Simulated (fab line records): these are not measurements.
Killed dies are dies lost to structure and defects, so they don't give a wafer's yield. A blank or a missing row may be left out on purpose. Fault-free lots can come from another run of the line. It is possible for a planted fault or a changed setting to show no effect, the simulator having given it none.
fab line records | flow gf180mcu | part 1 of 2: steps 1 to 30 of 41
record: lots: 5 wafers: 15 last-day: 33
route steps=602 shown HV_LDD@209 NSD@235 PSD@248
lots that met no fault: taken from a fault-free run of the same line
start-h: start of the lot's first displayed wafer, in hours after the record's first day | wait-h: hours since the lot's step before | " as in the row above | L1.1+2: a row that stands for several wafers | - no value, or no start was given | * or withheld: withheld | < > ~ a bound
route shown NAME@n: names a module that has steps shown in the file, with the first one's number in the route | usual: mean and standard deviation over wafers with no fault | same: alike in all rows | chamber/n: place in a boat | sites: per-site readings | _std_site: standard deviation of those values | _edge_site: outer sites' mean less inner sites' | radius-mm: how far each site lies from the wafer's centre | mask NAME#n: copy n | behind: the last tool/chamber to shape the wafer | hold: reason for holding the lot/hours on hold/outcome of the hold | device: transistor that didn't switch, given as n, p or np | end of line: the same wafers' tests at the end of the route | a step without rows: its recipe alone | killed: dies that structure and defects cost at the first sort, which is not the same as the wafer's yield | map: dies across one wafer; x = killed, . = not, _ = none there
set.NAME: the setting that was run; set.NAME@STEP: the one run at that earlier step | model.NAME: the simulator's own value behind a step, which no gauge read
a table for each step, a row for each wafer; lots at some steps of the route
services: when a tool's chamber went out of use (start-h, in hours from the record's first day, below 0 if earlier), for how many hours, and the reason
== steps ==
step: GF_HV_LDD_IMPLANT_33
recipe: species: P energy-kev: 60 dose-cm2: 7.5e+12 tilt-deg: 30 rotation-deg: 0
same: implant-ion-amu: 31
columns lot.wafer tool chamber start-h wait-h
L078.1+2+5 implanter-04 0 288.84 0.0
L086.2+3+5 implanter-01 0 347.42 0.0
L087.2+3+6 implanter-04 0 357.52 0.0
L089.2+5+6 implanter-02 0 371.17 0.0
L093.2+4+6 implanter-01 0 401.47 0.0
step: GF_HV_LDD_IMPLANT_34
recipe: species: P energy-kev: 60 dose-cm2: 7.5e+12 tilt-deg: 30 rotation-deg: 90
same: implant-ion-amu: 31
columns lot.wafer tool chamber start-h wait-h
L078.1+2+5 implanter-04 0 288.99 0.1
L086.2+3+5 implanter-01 0 347.57 0.1
L087.2+3+6 implanter-04 0 357.67 0.1
L089.2+5+6 implanter-02 0 371.32 0.1
L093.2+4+6 implanter-01 0 401.62 0.1
step: GF_HV_LDD_IMPLANT_35
recipe: species: P energy-kev: 60 dose-cm2: 7.5e+12 tilt-deg: 30 rotation-deg: 180
same: implant-ion-amu: 31
columns lot.wafer tool chamber start-h wait-h
L078.1+2+5 implanter-04 0 289.14 0.1
L086.2+3+5 implanter-01 0 347.72 0.1
L087.2+3+6 implanter-04 0 357.82 0.1
L089.2+5+6 implanter-02 0 371.47 0.1
L093.2+4+6 implanter-01 0 401.77 0.1
step: GF_HV_LDD_IMPLANT_36
recipe: species: P energy-kev: 60 dose-cm2: 7.5e+12 tilt-deg: 30 rotation-deg: 270
same: implant-ion-amu: 31
columns lot.wafer tool chamber start-h wait-h
L078.1+2+5 implanter-04 0 289.29 0.1
L086.2+3+5 implanter-01 0 347.87 0.1
L087.2+3+6 implanter-04 0 357.97 0.1
L089.2+5+6 implanter-02 0 371.62 0.1
L093.2+4+6 implanter-01 0 401.92 0.1
step: GF_HV_LDD_STRIP_37
recipe: chemistry: O2/N2 power-w: 1400 pressure-mtorr: 1500 platen-temp-c: 250 o2-flow-sccm: 3000 n2-flow-sccm: 300 overash-fraction: 0.5
usual: chamber-pressure-mTorr: 1500.1/1.3 drypump-motor-current-A: 6.0/0.53 heater-power-w: 322/26 oes-product-au: 0.716/0.0046 strip-time-to-endpoint-s: 12.65/0.033
same: overash-fraction: 0.5
columns lot.wafer tool chamber start-h wait-h chamber-pressure-mTorr drypump-motor-current-A heater-power-w oes-product-au rf-hours-counter-h strip-time-to-endpoint-s
L078.1 plasma-asher-04 1 289.44 0.1 1498.5 5.7 319 0.714 61 12.64
L078.2 " 0 " " 1500.2 5.8 373 0.716 61 12.63
L078.5 " 0 " " 1499.2 5.8 377 0.708 - 12.64
L086.2 plasma-asher-01 0 348.00 0.1 1500.2 6.1 302 0.719 60 12.67
L086.3 " 1 " " 1501.3 6.2 320 0.715 - 12.66
L086.5 " 0 " " 1499.9 6.1 290 0.705 - 12.64
L087.2 plasma-asher-01 1 358.09 0.1 1502.9 6.2 336 0.711 61 12.62
L087.3 " 1 " " 1499.9 6.2 334 0.718 - 12.58
L087.6 " 0 " " 1498.7 6.0 295 0.716 - 12.61
L089.2 plasma-asher-01 1 371.75 0.1 1501.2 6.2 331 0.706 63 12.72
L089.5 " 0 " " 1499.4 6.1 291 0.717 - 12.67
L089.6 " 1 " " 1500.3 6.2 339 0.720 - 12.70
L093.2 plasma-asher-01 1 402.05 0.1 1500.9 6.1 335 0.712 66 12.66
L093.4 " 0 " " 1500.7 6.1 291 0.712 - 12.68
L093.6 " 0 " " 1498.9 6.1 288 0.718 - 12.70
step: GF_HV_LDD_TW_MEAS_38
usual: HV_LDD_3_TW: 1430/8
columns lot.wafer tool chamber start-h wait-h HV_LDD_3_TW
L078.1 film-metro-04 - 289.54 0.1 1434
L078.2 " - " " 1430
L078.5 " - " " 1439
L086.2 film-metro-04 - 348.11 0.1 1438
L086.3 " - " " 1435
L086.5 " - " " 1437
L087.2 film-metro-03 - 358.20 0.1 1443
L087.3 " - " " 1430
L087.6 " - " " 1439
L089.2 film-metro-01 - 371.86 0.1 1417
L089.5 " - " " 1420
L089.6 " - " " 1420
L093.2 film-metro-03 - 402.16 0.1 1438
L093.4 " - " " 1436
L093.6 " - " " 1427
step: GF_HV_LDD_DEHYDRATE_39
recipe: temp-c: 200 time-s: 60
columns lot.wafer tool chamber start-h wait-h
L078.1+2+5 litho-track-02 0 298.79 9.2
L086.2+3+5 litho-track-04 0 358.67 10.5
L087.2+3+6 litho-track-01 0 368.60 10.4
L089.2+5+6 litho-track-04 0 383.27 11.4
L093.2+4+6 litho-track-04 0 413.86 11.7
step: GF_HV_LDD_HMDS_40
recipe: prime-time-s: 60 prime-temp-c: 120
columns lot.wafer tool chamber start-h wait-h
L078.1+2+5 litho-track-02 0 298.94 0.1
L086.2+3+5 litho-track-04 0 358.82 0.1
L087.2+3+6 litho-track-01 0 368.75 0.1
L089.2+5+6 litho-track-04 0 383.42 0.1
L093.2+4+6 litho-track-04 0 414.01 0.1
step: GF_HV_LDD_COAT_41
recipe: resist: NOVOLAK spin-rpm: 3000 resist-thk-nm: 1000
columns lot.wafer tool chamber start-h wait-h
L078.1+2+5 litho-track-02 0 299.09 0.1
L086.2+3+5 litho-track-04 0 358.97 0.1
L087.2+3+6 litho-track-01 0 368.90 0.1
L089.2+5+6 litho-track-04 0 383.57 0.1
L093.2+4+6 litho-track-04 0 414.16 0.1
step: GF_HV_LDD_SOFTBAKE_42
recipe: temp-c: 90 time-s: 60 resist: NOVOLAK
columns lot.wafer tool chamber start-h wait-h
L078.1+2+5 litho-track-02 0 299.24 0.1
L086.2+3+5 litho-track-04 0 359.12 0.1
L087.2+3+6 litho-track-01 0 369.05 0.1
L089.2+5+6 litho-track-04 0 383.72 0.1
L093.2+4+6 litho-track-04 0 414.31 0.1
step: GF_HV_LDD_EXPOSE_43
recipe: mask-id: Pplus_HV_AREA target-cd-nm: 400 na: 0.6 source-shape: conventional sigma-outer: 0.6 dose-mj: 140
usual: focus-offset-nm: 0.0/0.53
columns lot.wafer tool chamber start-h wait-h mask focus-offset-nm
L078.1 iline-stepper-02 0 - - Pplus_HV_AREA#0 -1.3
L078.2 " 0 " " Pplus_HV_AREA#0 -0.3
L078.5 " 0 " " Pplus_HV_AREA#0 -0.3
L086.2 iline-stepper-01 0 - - Pplus_HV_AREA#0 0.0
L086.3 " 0 " " Pplus_HV_AREA#0 1.0
L086.5 " 0 " " Pplus_HV_AREA#0 0.1
L087.2 iline-stepper-02 0 - - Pplus_HV_AREA#0 0.3
L087.3 " 0 " " Pplus_HV_AREA#0 0.7
L087.6 " 0 " " Pplus_HV_AREA#0 -0.1
L089.2 iline-stepper-01 0 - - Pplus_HV_AREA#0 0.0
L089.5 " 0 " " Pplus_HV_AREA#0 -0.1
L089.6 " 0 " " Pplus_HV_AREA#0 0.1
L093.2 iline-stepper-01 0 - - Pplus_HV_AREA#0 -0.6
L093.4 " 0 " " Pplus_HV_AREA#0 -0.8
L093.6 " 0 " " Pplus_HV_AREA#0 0.5
step: GF_HV_LDD_PEB_44
recipe: temp-c: withheld time-s: * resist: NOVOLAK
columns lot.wafer tool chamber start-h wait-h
L078.1+2+5 litho-track-02 0 - -
L086.2+3+5 litho-track-04 0 - -
L087.2+3+6 litho-track-04 0 - -
L089.2+5+6 litho-track-04 0 - -
L093.2+4+6 litho-track-01 0 - -
step: GF_HV_LDD_DEVELOP_45
recipe: develop-time-s: 60 dev-temp-c: 23
usual: developer-temp-C: 22.97/0.11
columns lot.wafer tool chamber start-h wait-h developer-temp-C
L078.1 litho-track-02 0 308.93 0.1 22.77
L078.2 " 0 " " 22.96
L078.5 " 0 " " 22.80
L086.2 litho-track-04 0 369.97 0.1 22.95
L086.3 " 0 " " 23.11
L086.5 " 0 " " 22.90
L087.2 litho-track-04 0 379.77 0.1 22.80
L087.3 " 0 " " 22.77
L087.6 " 0 " " 22.99
L089.2 litho-track-04 0 394.36 0.1 22.80
L089.5 " 0 " " 23.07
L089.6 " 0 " " 23.07
L093.2 litho-track-01 0 425.75 0.1 22.72
L093.4 " 0 " " 22.80
L093.6 " 0 " " 22.92
step: GF_HV_LDD_CD_MEAS_46
recipe: target-cd-nm: 400
usual: cd-nm: 399.4/2.3
columns lot.wafer tool chamber start-h wait-h cd-nm
L078.1 cd-sem-01 - 309.08 0.1 398.3
L078.2 " - " " 397.9
L078.5 " - " " 398.4
L086.2 cd-sem-02 - 370.11 0.1 399.9
L086.3 " - " " 399.9
L086.5 " - " " 398.2
L087.2 cd-sem-01 - 379.91 0.1 394.7
L087.3 " - " " 396.4
L087.6 " - " " 397.1
L089.2 cd-sem-01 - 394.51 0.1 396.0
L089.5 " - " " 400.3
L089.6 " - " " 399.7
L093.2 cd-sem-01 - 425.89 0.1 403.5
L093.4 " - " " 404.7
L093.6 " - " " 403.2
step: GF_HV_LDD_OVL_MEAS_47
usual: HV_LDD_03_OVL: -0.4/1.4
columns lot.wafer tool chamber start-h wait-h HV_LDD_03_OVL[nm]
L078.1 overlay-02 - 309.20 0.1 -1.2
L078.2 " - " " 0.6
L078.5 " - " " -0.8
L086.2 overlay-02 - 370.22 0.1 -2.0
L086.3 " - " " -0.6
L086.5 " - " " -2.1
L087.2 overlay-02 - 380.02 0.1 0.5
L087.3 " - " " -0.6
L087.6 " - " " 0.9
L089.2 overlay-01 - 394.62 0.1 -2.3
L089.5 " - " " -2.9
L089.6 " - " " -0.6
L093.2 overlay-01 - 426.00 0.1 -0.4
L093.4 " - " " -0.4
L093.6 " - " " -0.7
step: GF_HV_LDD_IMPLANT_48
recipe: species: B energy-kev: 25 dose-cm2: 3e+13 tilt-deg: 7
same: implant-ion-amu: 11
columns lot.wafer tool chamber start-h wait-h
L078.1+2+5 implanter-02 0 309.24 0.0
L086.2+3+5 implanter-02 0 370.27 0.0
L087.2+3+6 implanter-01 0 380.07 0.0
L089.2+5+6 implanter-01 0 394.67 0.0
L093.2+4+6 implanter-04 0 426.05 0.0
step: GF_HV_LDD_STRIP_49
recipe: chemistry: O2/N2 power-w: 1400 pressure-mtorr: 1500 platen-temp-c: 250 o2-flow-sccm: 3000 n2-flow-sccm: 300 overash-fraction: 0.5
usual: chamber-pressure-mTorr: 1500.1/1.3 drypump-motor-current-A: 5.9/0.52 heater-power-w: 331/29 oes-product-au: 0.716/0.0049 strip-time-to-endpoint-s: 12.65/0.033
same: overash-fraction: 0.5
columns lot.wafer tool chamber start-h wait-h chamber-pressure-mTorr drypump-motor-current-A heater-power-w oes-product-au rf-hours-counter-h strip-time-to-endpoint-s
L078.1 plasma-asher-01 1 309.39 0.1 1501.5 6.2 322 0.716 55 12.57
L078.2 " 0 " " 1500.6 6.1 289 0.713 55 12.62
L078.5 " 0 " " 1499.6 6.1 292 0.720 - 12.58
L086.2 plasma-asher-03 1 370.40 0.1 1499.2 4.9 320 0.721 71 12.68
L086.3 " 1 " " 1496.4 4.9 313 0.711 - 12.68
L086.5 " 0 " " 1499.8 6.8 325 0.715 - 12.72
L087.2 plasma-asher-04 0 380.20 0.1 1498.8 5.7 385 0.718 69 12.69
L087.3 " 0 " " 1500.7 5.8 379 0.712 - 12.65
L087.6 " 0 " " 1500.8 5.8 384 0.709 - 12.67
L089.2 plasma-asher-01 0 394.80 0.1 1500.1 6.1 290 0.710 65 12.61
L089.5 " 0 " " 1499.8 6.1 289 0.713 - 12.60
L089.6 " 1 " " 1500.9 6.1 331 0.717 - 12.62
L093.2 plasma-asher-03 1 426.18 0.1 1499.0 4.9 309 0.714 77 12.68
L093.4 " 1 " " 1499.8 4.9 308 0.714 - 12.68
L093.6 " 1 " " 1501.2 4.9 318 0.721 - 12.69
step: GF_HV_LDD_TW_MEAS_50
usual: HV_LDD_4_TW: 566/3.3
columns lot.wafer tool chamber start-h wait-h HV_LDD_4_TW
L078.1 film-metro-03 - 309.49 0.1 566
L078.2 " - " " 569
L078.5 " - " " 565
L086.2 film-metro-01 - 370.51 0.1 564
L086.3 " - " " 565
L086.5 " - " " 564
L087.2 film-metro-04 - 380.31 0.1 568
L087.3 " - " " 569
L087.6 " - " " 574
L089.2 film-metro-04 - 394.91 0.1 568
L089.5 " - " " 566
L089.6 " - " " 567
L093.2 film-metro-01 - 426.29 0.1 566
L093.4 " - " " 565
L093.6 " - " " 567
step: GF_HV_LDD_CLEAN_51
recipe: chemistry: SC1/SC2 mix: 1:4:20 temp-c: 70 time-s: 150 dry: n2-spin
columns lot.wafer tool chamber start-h wait-h
L078.1+2+5 wet-bench-04 2 309.55 0.1
L086.2+3+5 wet-bench-04 3 370.56 0.0
L087.2+3+6 wet-bench-03 2 380.36 0.0
L089.2+5+6 wet-bench-04 1 394.96 0.0
L093.2+4+6 wet-bench-01 3 426.34 0.0
step: GF_HV_LDD_RTA_52
recipe: temp-c: 1000 time-s: 10 ambient: N2
usual: lamp-power-pct: 36/4.6 wafer_temp_C_max: 1003.5/0.91
columns lot.wafer tool chamber start-h wait-h lamp-power-pct wafer_temp_C_max
L078.1 rtp-anneal-02 0 309.60 0.0 31 1003.4
L078.2 " 0 " " 31 1002.5
L078.5 " 0 " " 31 1003.4
L086.2 rtp-anneal-01 0 370.62 0.0 40 1004.3
L086.3 " 0 " " 41 1005.7
L086.5 " 0 " " 40 1004.3
L087.2 rtp-anneal-02 0 380.42 0.0 31 1004.3
L087.3 " 0 " " 31 1003.7
L087.6 " 0 " " 31 1003.2
L089.2 rtp-anneal-02 0 395.02 0.0 31 1002.2
L089.5 " 0 " " 31 1002.1
L089.6 " 0 " " 31 1003.1
L093.2 rtp-anneal-02 0 426.40 0.0 31 1003.7
L093.4 " 0 " " 31 1003.1
L093.6 " 0 " " 31 1002.6
step: GF_HV_LDD_RS_MEAS_53
recipe: thk-meas-gauge: four-point-probe
usual: HV_LDD_RS: 418.3/0.95
columns lot.wafer tool chamber start-h wait-h HV_LDD_RS[ohm/sq]
L078.1 film-metro-04 - 309.67 0.1 419.0
L078.2 " - " " 419.4
L078.5 " - " " 419.8
L086.2 film-metro-03 - 370.69 0.1 418.2
L086.3 " - " " 419.8
L086.5 " - " " 419.3
L087.2 film-metro-01 - 380.49 0.1 417.2
L087.3 " - " " 417.4
L087.6 " - " " 416.0
L089.2 film-metro-04 - 395.09 0.1 418.5
L089.5 " - " " 417.3
L089.6 " - " " 419.2
L093.2 film-metro-03 - 426.48 0.1 418.0
L093.4 " - " " 418.0
L093.6 " - " " 416.6
step: GF_HV_LDD_CVD_54
recipe: material: SiO2 target-thk-nm: 10 precursor: TEOS temp-c: 680 time-s: 75 pressure-mtorr: 400
usual: spike-tc-top-C: 699/3.4 susceptor-temp-C: 679.98/0.28
columns lot.wafer tool chamber start-h wait-h spike-tc-top-C susceptor-temp-C
L078.1 lpcvd-01 1 309.79 0.1 696 680.22
L078.2 " 1 " " 695 680.68
L078.5 " 1 " " 697 680.19
L086.2 lpcvd-01 0 370.79 0.1 704 679.47
L086.3 " 0 " " 704 680.13
L086.5 " 0 " " 704 679.42
L087.2 lpcvd-01 0 380.59 0.1 705 679.61
L087.3 " 0 " " 703 680.22
L087.6 " 0 " " 701 679.25
L089.2 lpcvd-02 1 395.19 0.1 696 680.12
L089.5 " 1 " " 695 679.94
L089.6 " 1 " " 696 680.36
L093.2 lpcvd-01 0 426.58 0.1 704 680.12
L093.4 " 0 " " 704 680.14
L093.6 " 0 " " 705 680.08
step: GF_HV_LDD_THK_MEAS_55
recipe: reads: SiO2_of_HV_LDD_CVD_54
usual: HV_LDD_CVD_54_THK: 10.04/0.13
columns lot.wafer tool chamber start-h wait-h HV_LDD_CVD_54_THK[nm]
L078.1 film-metro-01 - 310.81 0.0 9.79
L078.2 " - " " 9.92
L078.5 " - " " 9.84
L086.2 film-metro-04 - 371.82 0.0 10.09
L086.3 " - " " 9.99
L086.5 " - " " 10.06
L087.2 film-metro-04 - 381.62 0.0 10.02
L087.3 " - " " 9.99
L087.6 " - " " 10.10
L089.2 film-metro-03 - 396.22 0.0 10.17
L089.5 " - " " 10.09
L089.6 " - " " 10.23
L093.2 film-metro-01 - 427.61 0.0 10.06
L093.4 " - " " 10.22
L093.6 " - " " 10.23
step: GF_HV_LDD_CVD_56
recipe: material: Si3N4 precursor: DCS/NH3 target-thk-nm: 90 temp-c: 770 time-s: 1543 pressure-mtorr: 250
usual: spike-tc-top-C: 787/3.6 susceptor-temp-C: 769.9/0.38
columns lot.wafer tool chamber start-h wait-h spike-tc-top-C susceptor-temp-C
L078.1 lpcvd-01 0 310.87 0.1 790 770.0
L078.2 " 0 " " 793 769.9
L078.5 " 0 " " 790 769.7
L086.2 lpcvd-01 0 371.87 0.0 791 770.4
L086.3 " 0 " " 792 770.4
L086.5 " 0 " " 791 770.9
L087.2 lpcvd-01 0 381.67 0.0 791 770.2
L087.3 " 0 " " 793 769.7
L087.6 " 0 " " 791 770.5
L089.2 lpcvd-01 1 396.93 0.7 784 770.5
L089.5 " 1 " " 786 770.8
L089.6 " 1 " " 784 770.4
L093.2 lpcvd-01 0 427.66 0.0 790 769.6
L093.4 " 0 " " 793 769.6
L093.6 " 0 " " 790 769.4
step: GF_HV_LDD_THK_MEAS_57
recipe: reads: Si3N4_of_HV_LDD_CVD_56
usual: HV_LDD_CVD_56_THK: 89.8/1
columns lot.wafer tool chamber start-h wait-h HV_LDD_CVD_56_THK[nm]
L078.1 film-metro-03 - 312.30 0.0 89.6
L078.2 " - " " 89.0
L078.5 " - " " 88.1
L086.2 film-metro-04 - 373.31 0.0 90.6
L086.3 " - " " 90.4
L086.5 " - " " 91.1
L087.2 film-metro-04 - 383.11 0.0 89.0
L087.3 " - " " 89.4
L087.6 " - " " 89.2
L089.2 film-metro-03 - 398.37 0.0 90.1
L089.5 " - " " 90.2
L089.6 " - " " 90.6
L093.2 film-metro-03 - 429.10 0.0 88.6
L093.4 " - " " 89.2
L093.6 " - " " 89.3
step: GF_HV_LDD_ETCHBACK_58
recipe: chemistry: CH3F/O2 target: Si3N4 stop-on: SiO2 source-w: 400 bias-w: 80 pressure-mtorr: 25 ch3f-flow-sccm: 40 O2_flow_sccm: 30 time-s: 100 target-depth-a: 900
usual: chamber-pressure-mTorr: 25.001/0.021 drypump-motor-current-A: 5.7/0.5 oes-product-au: 0.842/0.0071 throttle-valve-pct: 10.561/0.01
columns lot.wafer tool chamber start-h wait-h chamber-pressure-mTorr drypump-motor-current-A oes-product-au rf-hours-counter-h throttle-valve-pct
L078.1 rie-diel-02 1 312.36 0.1 25.019 5.8 0.838 10 10.553
L078.2 " 0 " " 24.996 6.3 0.837 4 10.552
L078.5 " 2 " " 24.971 6.4 0.830 - 10.569
L086.2 rie-diel-02 3 373.36 0.0 25.003 5.4 0.849 81 10.577
L086.3 " 1 " " 25.027 5.9 0.843 12 10.561
L086.5 " 2 " " 24.978 6.4 0.840 - 10.571
L087.2 rie-diel-03 3 383.16 0.0 25.011 5.7 0.837 96 10.547
L087.3 " 0 " " 24.998 6.6 0.840 61 10.567
L087.6 " 2 " " 25.059 5.4 0.838 - 10.573
L089.2 rie-diel-02 3 398.42 0.0 25.011 5.4 0.839 82 10.565
L089.5 " 1 " " 24.961 5.8 0.849 - 10.555
L089.6 " 0 " " 25.011 6.3 0.846 - 10.556
L093.2 rie-diel-04 3 429.15 0.0 25.013 5.3 0.841 19 10.552
L093.4 " 0 " " 24.975 5.2 0.829 105 10.585
L093.6 " 0 " " 24.973 5.2 0.846 - 10.555
step: GF_NSD_DEHYDRATE_00
recipe: temp-c: 200 time-s: 60
columns lot.wafer tool chamber start-h wait-h
L078.1+2+5 litho-track-03 0 322.23 9.8
L086.2+3+5 litho-track-01 0 384.60 11.2
L087.2+3+6 litho-track-03 0 393.85 10.7
L089.2+5+6 litho-track-03 0 409.85 11.4
L093.2+4+6 litho-track-01 0 440.80 11.6
step: GF_NSD_HMDS_01
recipe: prime-time-s: 60 prime-temp-c: 120
columns lot.wafer tool chamber start-h wait-h
L078.1+2+5 litho-track-03 0 322.38 0.1
L086.2+3+5 litho-track-01 0 384.75 0.1
L087.2+3+6 litho-track-03 0 394.00 0.1
L089.2+5+6 litho-track-03 0 410.00 0.1
L093.2+4+6 litho-track-01 0 440.95 0.1
step: GF_NSD_COAT_02
recipe: resist: NOVOLAK spin-rpm: 3000 resist-thk-nm: 1000
columns lot.wafer tool chamber start-h wait-h
L078.1+2+5 litho-track-03 0 322.53 0.1
L086.2+3+5 litho-track-01 0 384.90 0.1
L087.2+3+6 litho-track-03 0 394.15 0.1
L089.2+5+6 litho-track-03 0 410.15 0.1
L093.2+4+6 litho-track-01 0 441.10 0.1
step: GF_NSD_SOFTBAKE_03
recipe: temp-c: 90 time-s: 60 resist: NOVOLAK
columns lot.wafer tool chamber start-h wait-h
L078.1+2+5 litho-track-03 0 322.68 0.1
L086.2+3+5 litho-track-01 0 385.05 0.1
L087.2+3+6 litho-track-03 0 394.30 0.1
L089.2+5+6 litho-track-03 0 410.30 0.1
L093.2+4+6 litho-track-01 0 441.25 0.1
